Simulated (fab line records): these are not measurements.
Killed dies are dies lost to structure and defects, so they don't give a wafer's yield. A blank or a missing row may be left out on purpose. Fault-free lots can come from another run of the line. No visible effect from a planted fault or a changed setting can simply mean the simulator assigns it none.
Check for tools in common	flow sky130	Lots sampled 10, wafers sampled 30

== REASON IT WAS OPENED ==
SKY_POLY_GATE_THK_MEAS_04, reading POLY_GATE_CVD_03_THK: flagged on 1 of 10 lots. No-fault wafers: 75.2 nm, standard deviation 0.55.
Rule: a lot is flagged when every wafer of it that has a number lies more than 4 standard deviations from that mean, or none has a number. The rest of the lots are taken to be sound.

lot	measured	on	POLY_GATE_CVD_03_THK (nm), wafer by wafer	flag
L929	day 15 10:22	film-metro-02	75.5 76.4 75.8	
L930	day 16 00:55	film-metro-02	75.3 75.6 75.1	
L933	day 16 23:23	film-metro-04	46.7 46.2 46.3	FLAGGED
L943	day 20 14:47	film-metro-04	74.9 74.9 75.9	
L944	day 21 03:02	film-metro-04	75.1 74.7 75.5	
L945	day 21 07:20	film-metro-02	74.0 75.6 74.3	
L948	day 22 12:33	film-metro-01	75.0 74.8 75.2	
L949	day 22 18:38	film-metro-04	75.8 76.0 75.1	
L950	day 23 03:19	film-metro-02	73.3 74.3 74.6	
L951	day 23 06:30	film-metro-01	74.7 75.3 74.6	
The mean of the flagged lots' numbers is 46.4 nm, -28.8 nm from the usual (-52 standard deviations).

== EACH LOT AND THE TOOL IT RAN ON ==
The record keeps 1 process step preceding the reading, out of 708 steps on the route. Each cell gives the tool, then ch followed by the chambers the sampled wafers passed through, then the start.
lot	flag	SKY_POLY_GATE_CVD_03
L929		lpcvd-02 ch 0, day 15 09:00
L930		lpcvd-02 ch 0, day 15 23:33
L933	FLAGGED	lpcvd-02 ch 1, day 16 22:01
L943		lpcvd-02 ch 1, day 20 13:25
L944		lpcvd-02 ch 0, day 21 01:40
L945		lpcvd-02 ch 0, day 21 05:58
L948		lpcvd-02 ch 0, day 22 11:11
L949		lpcvd-02 ch 1, day 22 17:16
L950		lpcvd-02 ch 1, day 23 01:57
L951		lpcvd-02 ch 1, day 23 05:08
What the steps here do:
- SKY_POLY_GATE_CVD_03: deposits Si3N4 from DCS/NH3, target thk 75 nm, time 1290 s.
- SKY_POLY_GATE_THK_MEAS_04

== FLAGGED AGAINST TOTAL, ONE TOOL AT A TIME (gauges that did the reading follow at the end) ==
step	tool	lots run	flagged	share of the flagged lots	sound lots run after its first flagged lot
SKY_POLY_GATE_CVD_03	lpcvd-02	10	1	all	7 (L943,L944,L945,L948,L949,L950,L951)
SKY_POLY_GATE_THK_MEAS_04	film-metro-01	2	0	none	-
SKY_POLY_GATE_THK_MEAS_04	film-metro-02	4	0	none	-
SKY_POLY_GATE_THK_MEAS_04	film-metro-04	4	1	all	3 (L943,L944,L949)

== WHAT THE TABLE ALLOWS ==
Table rows that saw every flagged lot: 2, namely lpcvd-02 at SKY_POLY_GATE_CVD_03 and film-metro-04 at SKY_POLY_GATE_THK_MEAS_04.
- lpcvd-02 at SKY_POLY_GATE_CVD_03: 1 of its 10 lots flagged. Sound lots followed the first flagged one (L943, L944, L945, L948, L949, L950, L951) on it, something a lasting fault affecting the whole tool could not allow.
- film-metro-04 at SKY_POLY_GATE_THK_MEAS_04: 1 of its 4 lots flagged. Sound lots followed the first flagged one (L943, L944, L949) on it, something a lasting fault affecting the whole tool could not allow.
Every row of the table either missed a flagged lot or ran a sound lot after the first.

== WHAT THE SIMULATOR PUT IN ==
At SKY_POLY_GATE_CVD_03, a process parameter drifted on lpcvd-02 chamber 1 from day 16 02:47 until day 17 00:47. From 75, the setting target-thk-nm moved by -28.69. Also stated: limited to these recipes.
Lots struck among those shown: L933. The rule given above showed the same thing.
